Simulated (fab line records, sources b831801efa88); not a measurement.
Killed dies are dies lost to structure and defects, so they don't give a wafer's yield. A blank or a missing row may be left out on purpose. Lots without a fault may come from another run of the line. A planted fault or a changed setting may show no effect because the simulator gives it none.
fab line records | flow sky130
record lots=15 wafers=45 last_day=50
route steps=708 shown FIELD_ISO@18 DNWELL@44 PWDE@52 VT_ADJUST_LVTN@99 VT_ADJUST_NCORE@130
lots that met no fault: from a run of the same line without faults
start_h: hours from the record's first day to the start of the lot's first wafer shown | wait_h: hours since the lot's step before | " the same as in the row above | L1.1+2: a row that stands for several wafers | - no value, or no start given | * or withheld: withheld | < > ~ a bound
route shown NAME@n: a module of which the file shows steps, and the number in the route of the first | usual: mean/standard deviation of fault-free wafers | same: alike in all rows | chamber/n: place in a boat | sites: the reading at each site | _std_site: their standard deviation | _edge_site: outer sites' mean less inner sites' | radius_mm: how far each site lies from the wafer's centre | mask NAME#n: copy n | behind: the tool/chamber that last shaped the wafer | hold: why the lot was held/for how many hours/how that ended | device: the transistor (n, p or np) that didn't switch | end of line: the same wafers' tests at the end of the route | a step without rows: its recipe alone | killed: dies lost to structure and defects at the first sort, not the wafer's yield | map: a wafer's dies, x killed, . not, _ none there
set.NAME: the setting as run; set.NAME@STEP: as run at that earlier step | model.NAME: the simulator's own value behind a step, which no gauge read
steps of the route over a sample of lots; a table a step, a row a wafer
services: from which hour (start_h, from the record's first day; less than 0 if before it) a tool's chamber was out of use, for how many hours, and why
## steps
# step SKY_FIELD_ISO_ETCH_17
# recipe target_depth_a=3420 mask_material=Si3N4 chemistry=HBr/Cl2/O2 target=Si taper_deg=5 icp_w=600 bias_w=150 pressure_mtorr=15 HBr_flow_sccm=150 Cl2_flow_sccm=40 O2_flow_sccm=6 time_s=97.7
# usual drypump_motor_current_A=5.7/0.45 he_backside_leak_sccm=2.71/0.27 oes_product_au=1.002/0.0086 throttle_valve_pct=25.655/0.01
# columns lot.wafer tool chamber start_h wait_h drypump_motor_current_A he_backside_leak_sccm oes_product_au rf_hours_counter_h throttle_valve_pct
L404.2 rie_si-01 0 29.70 0.1 6.5 2.43 0.996 45 25.648
L404.3 " 2 " " 5.1 2.69 0.996 139 25.653
L404.5 " 1 " " 5.9 2.57 1.002 - 25.666
L405.2 rie_si-01 2 35.10 0.1 5.2 2.59 0.985 139 25.652
L405.3 " 1 " " 5.8 2.56 0.996 103 25.661
L405.4 " 0 " " 6.5 2.55 0.994 45 25.666
L406.1 rie_si-01 3 39.05 0.1 5.3 2.72 0.993 0 25.641
L406.5 " 0 " " 6.5 2.20 0.998 - 25.665
L406.6 " 3 " " 5.3 2.71 1.005 - 25.655
L408.2 rie_si-02 2 50.35 0.1 6.3 2.56 1.000 143 25.653
L408.3 " 3 " " 5.7 2.87 1.023 72 25.636
L408.4 " 1 " " 6.0 3.00 1.007 21 25.649
L409.1 rie_si-01 3 55.05 0.1 5.3 2.67 1.003 0 25.660
L409.2 " 0 " " 6.5 2.51 0.997 45 25.659
L409.6 " 0 " " 6.5 2.37 0.998 - 25.647
L413.3 rie_si-02 0 75.95 0.0 5.3 2.82 1.003 69 25.655
L413.4 " 1 " " 6.0 3.00 1.014 21 25.648
L413.6 " 0 " " 5.3 2.88 1.000 - 25.651
L414.1 rie_si-01 0 80.75 0.1 6.5 2.51 0.991 45 25.666
L414.2 " 2 " " 5.1 2.80 0.992 139 25.656
L414.5 " 1 " " 5.8 2.70 1.001 - 25.662
L415.1 rie_si-01 0 88.60 0.1 6.5 2.38 0.989 45 25.648
L415.3 " 2 " " 5.1 2.60 0.994 139 25.666
L415.6 " 3 " " 5.3 2.83 0.993 - 25.646
L416.1 rie_si-02 1 94.20 0.1 6.0 3.11 1.023 21 25.678
L416.2 " 3 " " 5.7 2.82 1.018 72 25.670
L416.6 " 1 " " 6.0 2.94 1.010 - 25.647
L417.2 rie_si-02 0 98.10 0.1 5.3 3.01 1.009 69 25.636
L417.3 " 1 " " 6.0 2.97 1.009 21 25.639
L417.5 " 0 " " 5.3 2.88 1.008 - 25.653
L418.1 rie_si-01 1 101.00 0.1 5.8 2.77 1.009 104 25.661
L418.5 " 1 " " 5.8 2.84 1.006 - 25.638
L418.6 " 3 " " 5.3 2.65 1.003 - 25.643
L420.4 rie_si-02 0 111.55 0.0 5.3 3.01 1.010 69 25.651
L420.5 " 2 " " 6.3 2.67 1.001 - 25.664
L420.6 " 1 " " 6.0 2.72 1.009 - 25.643
L423.2 rie_si-01 3 128.60 0.1 5.3 2.72 0.998 1 25.666
L423.3 " 0 " " 6.5 2.39 0.981 45 25.659
L423.4 " 0 " " 6.5 2.40 0.992 - 25.672
L424.1 rie_si-01 1 132.85 0.1 5.9 2.74 0.991 104 25.648
L424.3 " 3 " " 5.3 2.66 0.999 1 25.663
L424.6 " 0 " " 6.5 2.46 0.992 - 25.676
L425.1 rie_si-02 2 140.86 0.1 6.2 2.28 1.001 0 25.653
L425.5 " 3 " " 5.7 2.66 1.015 - 25.645
L425.6 " 0 " " 5.3 2.99 1.002 - 25.672
# step SKY_DNWELL_TW_MEAS_09
# usual DNWELL_TW=1106/13
# columns lot.wafer tool chamber start_h wait_h DNWELL_TW
L404.2 film_metro-01 - 51.54 0.1 1097
L404.3 " - " " 1094
L404.5 " - " " 1093
L405.2 film_metro-03 - 59.14 0.1 1098
L405.3 " - " " 1108
L405.4 " - " " 1106
L406.1 film_metro-03 - 61.68 0.1 1109
L406.5 " - " " 1107
L406.6 " - " " 1102
L408.2 film_metro-03 - 75.01 0.1 1104
L408.3 " - " " 1106
L408.4 " - " " 1101
L409.1 film_metro-01 - 79.68 0.1 1090
L409.2 " - " " 1091
L409.6 " - " " 1091
L413.3 film_metro-01 - 98.87 0.1 1094
L413.4 " - " " 1090
L413.6 " - " " 1094
L414.1 film_metro-01 - 104.88 0.1 1086
L414.2 " - " " 1082
L414.5 " - " " 1083
L415.1 film_metro-01 - 112.09 0.1 1100
L415.3 " - " " 1094
L415.6 " - " " 1099
L416.1 film_metro-04 - 118.78 0.1 1109
L416.2 " - " " 1104
L416.6 " - " " 1104
L417.2 film_metro-03 - 123.59 0.1 1120
L417.3 " - " " 1121
L417.5 " - " " 1118
L418.1 film_metro-04 - 126.55 0.1 1117
L418.5 " - " " 1125
L418.6 " - " " 1115
L420.4 film_metro-04 - 140.18 0.1 1131
L420.5 " - " " 1137
L420.6 " - " " 1133
L423.2 film_metro-04 - 157.49 0.1 1121
L423.3 " - " " 1117
L423.4 " - " " 1115
L424.1 film_metro-04 - 162.73 0.1 1114
L424.3 " - " " 1117
L424.6 " - " " 1107
L425.1 film_metro-01 - 167.33 0.1 1091
L425.5 " - " " 1087
L425.6 " - " " 1095
# step SKY_PWDE_OVL_MEAS_07
# usual PWDE_OVL=-0.5/1.6
# columns lot.wafer tool chamber start_h wait_h PWDE_OVL[nm]
L404.2 overlay-01 - 68.28 - -0.1
L404.3 " - " " -1.0
L404.5 " - " " -0.8
L405.2 overlay-02 - 76.13 - -1.0
L405.3 " - " " -0.6
L405.4 " - " " -1.8
L406.1 overlay-01 - 77.95 - 2.3
L406.5 " - " " 2.3
L406.6 " - " " 1.4
L408.2 overlay-02 - 92.66 - -1.0
L408.3 " - " " 2.3
L408.4 " - " " -0.7
L409.1 overlay-02 - 97.24 - 0.3
L409.2 " - " " 1.4
L409.6 " - " " 2.1
L413.3 overlay-02 - 116.34 - -3.0
L413.4 " - " " -2.4
L413.6 " - " " -1.6
L414.1 overlay-01 - 122.98 - 0.2
L414.2 " - " " -1.1
L414.5 " - " " 1.1
L415.1 overlay-02 - 130.65 - -1.0
L415.3 " - " " -2.4
L415.6 " - " " -3.2
L416.1 overlay-01 - 137.34 - 1.4
L416.2 " - " " 1.3
L416.6 " - " " 0.2
L417.2 overlay-01 - 142.20 - 0.4
L417.3 " - " " -0.2
L417.5 " - " " -1.3
L418.1 overlay-02 - 145.29 - -2.3
L418.5 " - " " -1.6
L418.6 " - " " -1.7
L420.4 overlay-01 - 160.55 - 1.8
L420.5 " - " " 0.1
L420.6 " - " " -1.8
L423.2 overlay-01 - 177.68 - -3.2
L423.3 " - " " -0.2
L423.4 " - " " -2.0
L424.1 overlay-02 - 182.93 - -1.3
L424.3 " - " " -1.6
L424.6 " - " " -1.7
L425.1 overlay-01 - 187.33 - -0.1
L425.5 " - " " -0.2
L425.6 " - " " 1.0
# step SKY_VT_ADJUST_LVTN_COAT_02
# recipe spin_rpm=2000 resist_thk_nm=3000
# usual chill_plate_temp_C=22.98/0.11 dispense_pressure_kPa=47.1/1
# columns lot.wafer tool chamber start_h wait_h chill_plate_temp_C dispense_pressure_kPa
L404.2 litho_track-04 0 131.50 0.1 23.05 46.0
L404.3 " 0 " " 22.77 45.9
L404.5 " 0 " " 22.98 46.0
L405.2 litho_track-02 0 139.23 0.1 23.01 48.4
L405.3 " 0 " " 22.98 48.4
L405.4 " 0 " " 23.05 48.3
L406.1 litho_track-03 0 142.13 0.1 22.85 47.1
L406.5 " 0 " " 22.82 47.1
L406.6 " 0 " " 22.92 47.2
L408.2 litho_track-02 0 160.03 0.1 23.04 48.4
L408.3 " 0 " " 23.12 48.4
L408.4 " 0 " " 23.11 48.4
L409.1 litho_track-04 0 165.08 0.1 23.00 45.9
L409.2 " 0 " " 23.00 45.9
L409.6 " 0 " " 23.03 46.0
L413.3 litho_track-04 0 186.68 0.1 22.84 46.0
L413.4 " 0 " " 22.84 46.0
L413.6 " 0 " " 22.94 45.9
L414.1 litho_track-04 0 193.78 0.1 22.94 46.0
L414.2 " 0 " " 22.91 46.0
L414.5 " 0 " " 23.13 45.9
L415.1 litho_track-03 0 203.03 0.1 22.79 47.2
L415.3 " 0 " " 22.85 47.2
L415.6 " 0 " " 22.79 47.1
L416.1 litho_track-04 0 210.13 0.1 22.95 46.0
L416.2 " 0 " " 23.03 45.9
L416.6 " 0 " " 22.72 45.9
L417.2 litho_track-02 0 216.48 0.1 22.98 48.5
L417.3 " 0 " " 22.96 48.4
L417.5 " 0 " " 23.04 48.4
L418.1 litho_track-04 0 218.73 0.1 23.03 45.9
L418.5 " 0 " " 22.93 45.9
L418.6 " 0 " " 22.93 46.0
L420.4 litho_track-02 0 236.43 0.1 23.16 48.5
L420.5 " 0 " " 22.96 48.4
L420.6 " 0 " " 23.10 48.5
L423.2 litho_track-03 - 256.81 0.1 - -
L423.3 " - " " - -
L423.4 " - " " - -
L424.1 litho_track-02 - 261.90 0.1 - -
L424.3 " - " " - -
L424.6 " - " " - -
L425.1 litho_track-04 - 266.98 0.1 - -
L425.5 " - " " - -
L425.6 " - " " - -
# step SKY_VT_ADJUST_LVTN_OVL_MEAS_07
# usual VT_ADJUST_LVTN_OVL=-0.4/1.3
# columns lot.wafer tool chamber start_h wait_h VT_ADJUST_LVTN_OVL[nm]
L404.2 overlay-02 - 140.88 - -0.5
L404.3 " - " " -1.7
L404.5 " - " " -3.1
L405.2 overlay-02 - 149.11 - -0.1
L405.3 " - " " -3.2
L405.4 " - " " -0.2
L406.1 overlay-01 - 152.78 - 3.4
L406.5 " - " " 1.5
L406.6 " - " " 0.5
L408.2 overlay-01 - 170.21 - 1.3
L408.3 " - " " 0.0
L408.4 " - " " -0.1
L409.1 overlay-01 - 175.68 - 1.2
L409.2 " - " " 0.2
L409.6 " - " " 1.1
L413.3 overlay-02 - 197.34 - -1.4
L413.4 " - " " -1.4
L413.6 " - " " -0.8
L414.1 overlay-02 - 204.48 - -0.9
L414.2 " - " " 0.7
L414.5 " - " " 1.1
L415.1 overlay-02 - 214.00 - -0.8
L415.3 " - " " -0.9
L415.6 " - " " 1.1
L416.1 overlay-01 - 221.43 - -1.0
L416.2 " - " " -0.4
L416.6 " - " " -2.1
L417.2 overlay-01 - 227.96 - -0.5
L417.3 " - " " -0.7
L417.5 " - " " 0.3
L418.1 overlay-01 - 230.43 - 0.4
L418.5 " - " " -1.1
L418.6 " - " " -0.5
L420.4 overlay-02 - 247.62 - -2.3
L420.5 " - " " -1.2
L420.6 " - " " -0.4
L423.2 overlay-01 - 269.21 - -
L423.3 " - " " -
L423.4 " - " " -
L424.1 overlay-01 - 273.90 - -
L424.3 " - " " -
L424.6 " - " " -
L425.1 overlay-02 - 279.08 - -
L425.5 " - " " -
L425.6 " - " " -
# step SKY_VT_ADJUST_LVTN_TW_MEAS_21
# usual VT_ADJUST_LVTN_2_TW=188.1/2.4
# columns lot.wafer tool chamber start_h wait_h VT_ADJUST_LVTN_2_TW
L404.2 film_metro-01 - 161.60 0.1 185.7
L404.3 " - " " 185.7
L404.5 " - " " 184.7
L405.2 film_metro-04 - 170.15 0.1 191.5
L405.3 " - " " 191.0
L405.4 " - " " 191.4
L406.1 film_metro-01 - 173.57 0.1 184.7
L406.5 " - " " 184.5
L406.6 " - " " 184.5
L408.2 film_metro-01 - 191.18 0.1 184.4
L408.3 " - " " 185.1
L408.4 " - " " 185.1
L409.1 film_metro-02 - 196.74 0.1 186.2
L409.2 " - " " 186.3
L409.6 " - " " 187.5
L413.3 film_metro-02 - 218.99 0.1 186.2
L413.4 " - " " 187.5
L413.6 " - " " 186.7
L414.1 film_metro-04 - 227.11 0.1 190.3
L414.2 " - " " 190.6
L414.5 " - " " 190.9
L415.1 film_metro-04 - 237.61 0.1 190.9
L415.3 " - " " 191.3
L415.6 " - " " 190.9
L416.1 film_metro-01 - 245.04 0.1 186.4
L416.2 " - " " 185.8
L416.6 " - " " 185.7
L417.2 film_metro-02 - 251.78 0.1 187.0
L417.3 " - " " 186.2
L417.5 " - " " 186.9
L418.1 film_metro-04 - 253.89 0.1 190.1
L418.5 " - " " 190.5
L418.6 " - " " 189.5
L420.4 film_metro-02 - 271.80 0.1 187.8
L420.5 " - " " 187.3
L420.6 " - " " 187.5
L423.2 film_metro-02 - 294.88 0.1 265.3
L423.3 " - " " 266.3
L423.4 " - " " 265.6
L424.1 film_metro-04 - 299.76 0.1 270.1
L424.3 " - " " 270.7
L424.6 " - " " 270.7
L425.1 film_metro-04 - 304.69 0.1 270.1
L425.5 " - " " 269.0
L425.6 " - " " 270.5
# step SKY_VT_ADJUST_NCORE_TW_MEAS_11
# usual VT_ADJUST_NCORE_TW=216.7/1.3
# columns lot.wafer tool chamber start_h wait_h VT_ADJUST_NCORE_TW
L404.2 film_metro-02 - 181.55 0.1 218.5
L404.3 " - " " 218.6
L404.5 " - " " 218.5
L405.2 film_metro-01 - 190.87 0.1 214.5
L405.3 " - " " 214.3
L405.4 " - " " 214.3
L406.1 film_metro-01 - 193.88 0.1 216.7
L406.5 " - " " 217.2
L406.6 " - " " 217.6
L408.2 film_metro-01 - 212.63 0.1 217.0
L408.3 " - " " 217.2
L408.4 " - " " 216.9
L409.1 film_metro-03 - 217.60 0.1 216.9
L409.2 " - " " 217.5
L409.6 " - " " 217.3
L413.3 film_metro-02 - 241.93 0.1 216.9
L413.4 " - " " 217.1
L413.6 " - " " 215.4
L414.1 film_metro-03 - 250.21 0.1 216.8
L414.2 " - " " 217.6
L414.5 " - " " 218.3
L415.1 film_metro-02 - 261.36 0.1 215.9
L415.3 " - " " 215.9
L415.6 " - " " 215.6
L416.1 film_metro-03 - 269.26 0.1 218.4
L416.2 " - " " 216.7
L416.6 " - " " 217.7
L417.2 film_metro-01 - 276.27 0.1 216.8
L417.3 " - " " 216.6
L417.5 " - " " 215.4
L418.1 film_metro-01 - 278.46 0.1 214.7
L418.5 " - " " 216.5
L418.6 " - " " 216.7
L420.4 film_metro-02 - 296.88 0.1 218.1
L420.5 " - " " 218.3
L420.6 " - " " 218.6
L423.2 film_metro-01 - 320.42 0.1 278.6
L423.3 " - " " 277.5
L423.4 " - " " 278.2
L424.1 film_metro-02 - 326.09 0.1 279.4
L424.3 " - " " 282.5
L424.6 " - " " 280.0
L425.1 film_metro-02 - 331.01 0.1 279.7
L425.5 " - " " 280.1
L425.6 " - " " 280.1
## services
# columns tool chamber start_h hours kind
rie_si-02 2 10.70 5.6 repair
litho_track-02 - 52.45 - consumable_replace:filter
rie_si-01 2 93.88 19.4 repair
rie_si-02 2 111.75 - clean
rie_si-02 2 111.75 16.5 scheduled_down
rie_si-02 2 111.75 16.5 vent_cycle
rie_si-01 - 121.55 0.8 repair
rie_si-02 - 123.79 0.1 repair
rie_si-02 0 124.29 13.2 repair
rie_si-01 2 126.94 - clean
rie_si-01 2 126.94 13.2 scheduled_down
rie_si-01 2 126.94 13.2 vent_cycle
rie_si-02 2 166.64 9.4 repair
rie_si-01 1 195.96 12.4 repair
rie_si-01 3 214.89 1.0 repair
rie_si-01 0 232.41 5.5 repair
rie_si-02 2 238.11 3.9 repair
## key
first_sign step=SKY_VT_ADJUST_LVTN_COAT_02 reading=tool_record direction=missing
effect step=SKY_VT_ADJUST_LVTN_OVL_MEAS_07 reading=VT_ADJUST_LVTN_OVL direction=missing
effect step=SKY_VT_ADJUST_LVTN_TW_MEAS_21 reading=VT_ADJUST_LVTN_2_TW direction=up sigmas=34 usual=188.1 struck=268.7
effect step=SKY_VT_ADJUST_NCORE_TW_MEAS_11 reading=VT_ADJUST_NCORE_TW direction=up sigmas=49 usual=216.7 struck=279.6
met_at SKY_VT_ADJUST_LVTN_COAT_02
struck_lots L423,L424,L425
sort_left_out L423.2,L423.3,L423.4,L424.1,L424.3,L424.6,L425.1,L425.5,L425.6
tester_left_out L423,L424,L425
not_acting_at SKY_FIELD_ISO_ETCH_17,SKY_DNWELL_TW_MEAS_09,SKY_PWDE_OVL_MEAS_07
onset_between 236.43 256.81
fault kind=skipped_step_whole tool=litho_track-02,litho_track-03,litho_track-04 chamber=- onset_h=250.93 steps=SKY_VT_ADJUST_LVTN_COAT_02 scope=struck_lots_only
# tester_left_out: of these lots the tester's yield and bins aren't shown, on N5 and GAA mostly nor the transistor test; their killed dies are dies lost to structure and defects alone, not to doping, threshold or leakage, so they don't give the yield
# sort_left_out: the simulated sort isn't trusted on such a fault, so these wafers' sort isn't shown, and their yield isn't known
